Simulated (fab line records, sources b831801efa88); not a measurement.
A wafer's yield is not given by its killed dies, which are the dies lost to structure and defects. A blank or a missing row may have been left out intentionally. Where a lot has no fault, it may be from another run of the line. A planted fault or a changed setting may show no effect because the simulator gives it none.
A lot that was struck, set against a sound lot / flow gf180mcu / 30 out of 602 route steps
Sound: wafers L513.2, L513.4, L513.5. The struck wafers were L522.2, L522.4, L522.5. The cause is given at the end.
At each step with rows: each side's tool, then ch and its chambers, then its first start. Under that, the readings that differ: sound wafers / struck wafers / difference of the means / sigmas: that difference in standard deviations of wafers without a fault.
alike: same words and numbers on both sides, and readings whose means sit less than 2 such deviations apart. not compared: any withheld reading, any reading some wafer has no value for, any bound like >300 that may hide the same value, and any number with overlapping values for which the record gives no deviation.
The two part at a step that has a row with sigmas, a row that says differs or no value, or rows on one side only. Non-overlapping numbers with no deviation appear without sigmas and do not part them. A reading that every wafer of one side lacks parts them only if that side has two wafers or more.

GF_HV_LDD_THK_MEAS_57:
  sound: film_metro-03 at day 16 23:57; struck: film_metro-01 at day 19 14:43
  alike: HV_LDD_CVD_56_THK
GF_HV_LDD_ETCHBACK_58: etches Si3N4 in CH3F/O2, stops on SiO2, time 100 s, target depth 90 nm.
  sound on rie_diel-01 ch 1,2,3, day 17 00:00; struck on rie_diel-01 ch 1,2, day 19 14:46
  alike: bias_w, drypump_motor_current_A, oes_product_au, throttle_valve_pct
  not compared: rf_hours_counter_h
then, 7 steps without rows for these wafers: GF_NSD_DEHYDRATE_00 (time 60 s); GF_NSD_HMDS_01 (prime time 60 s); GF_NSD_COAT_02 (resist thk 1000 nm); GF_NSD_SOFTBAKE_03 (time 60 s); GF_NSD_EXPOSE_04 (exposes mask Nplus, target cd 400 nm); GF_NSD_PEB_05; GF_NSD_DEVELOP_06 (develop time 60 s).
GF_NSD_CD_MEAS_07: target cd 400 nm.
  sound: cd_sem-01 at day 17 21:22; struck: cd_sem-02 at day 20 14:58
  alike: cd_nm
GF_NSD_OVL_MEAS_08:
  sound: overlay-01 at day 17 21:29; struck: overlay-02 at day 20 15:04
  alike: NSD_OVL
following that, these wafers have no rows for 1 step: GF_NSD_IMPLANT_09.
GF_NSD_IMPLANT_10:
  sound on implanter-04 ch 0, day 17 21:41; struck on implanter-02, day 20 15:16
  no value came back on the struck wafers for any of 5 readings (beam_energy_keV, beam_on_s (s) and others); on the sound wafers beam_energy_keV reads 39.997 40.005 39.975
GF_NSD_STRIP_11: strips in O2/N2.
  sound on plasma_asher-02 ch 0,1, day 17 21:49; struck on plasma_asher-03 ch 0,1, day 20 15:24
reading=strip_time_to_endpoint_s (s); sound=23.00 23.00 23.01; struck=22.45 22.47 22.43; difference=-0.55; sigmas=-16
  alike: drypump_motor_current_A, heater_power_w, oes_product_au
  not compared: rf_hours_counter_h
GF_NSD_TW_MEAS_12:
  sound: film_metro-02 at day 17 21:55; struck: film_metro-03 at day 20 15:31
  alike: NSD_TW
then, 7 steps without rows for these wafers: GF_PSD_DEHYDRATE_00 (time 60 s); GF_PSD_HMDS_01 (prime time 60 s); GF_PSD_COAT_02 (resist thk 1000 nm); GF_PSD_SOFTBAKE_03 (time 60 s); GF_PSD_EXPOSE_04 (exposes mask Pplus, target cd 400 nm); GF_PSD_PEB_05; GF_PSD_DEVELOP_06 (develop time 60 s).
GF_PSD_CD_MEAS_07: target cd 400 nm.
  sound: cd_sem-02 at day 18 21:40; struck: cd_sem-01 at day 21 15:40
  alike: cd_nm
GF_PSD_OVL_MEAS_08:
  sound: overlay-01 at day 18 21:47; struck: overlay-02 at day 21 15:46
  alike: PSD_OVL
following that, these wafers have no rows for 1 step: GF_PSD_IMPLANT_09.
GF_PSD_STRIP_10: strips in O2/N2.
  sound on plasma_asher-04 ch 0,1, day 18 21:58; struck on plasma_asher-04 ch 0,1, day 21 15:57
  alike: drypump_motor_current_A, heater_power_w, oes_product_au, strip_time_to_endpoint_s
  not compared: rf_hours_counter_h
GF_PSD_TW_MEAS_11:
  sound: film_metro-01 at day 18 22:04; struck: film_metro-02 at day 21 16:04
  alike: PSD_TW
then, 1 step without rows for these wafers: GF_PSD_CLEAN_12 (cleans in SC1/SC2, time 150 s).
GF_PSD_RTA_13: time 20 s.
  sound on rtp_anneal-01 ch 0, day 18 22:11; struck on rtp_anneal-02 ch 0, day 21 16:11
reading=lamp_power_pct (%); sound=32.0 32.0 32.0; struck=27.7 27.7 27.8; difference=-4.3; sigmas=-2
  alike: wafer_temp_C_max
GF_PSD_RS_MEAS_14: uses a four-point probe to measure.
  sound: film_metro-03 at day 18 22:17; struck: film_metro-02 at day 21 16:16
reading=NSD_RS (ohm/sq); sound=46.16 46.13 46.12; struck=53.17 53.25 53.31; difference=+7.11; sigmas=+88

WHERE THEY PART
First at GF_NSD_IMPLANT_10; last, within this record, at GF_PSD_RS_MEAS_14.

WHY: the cause the simulator had injected
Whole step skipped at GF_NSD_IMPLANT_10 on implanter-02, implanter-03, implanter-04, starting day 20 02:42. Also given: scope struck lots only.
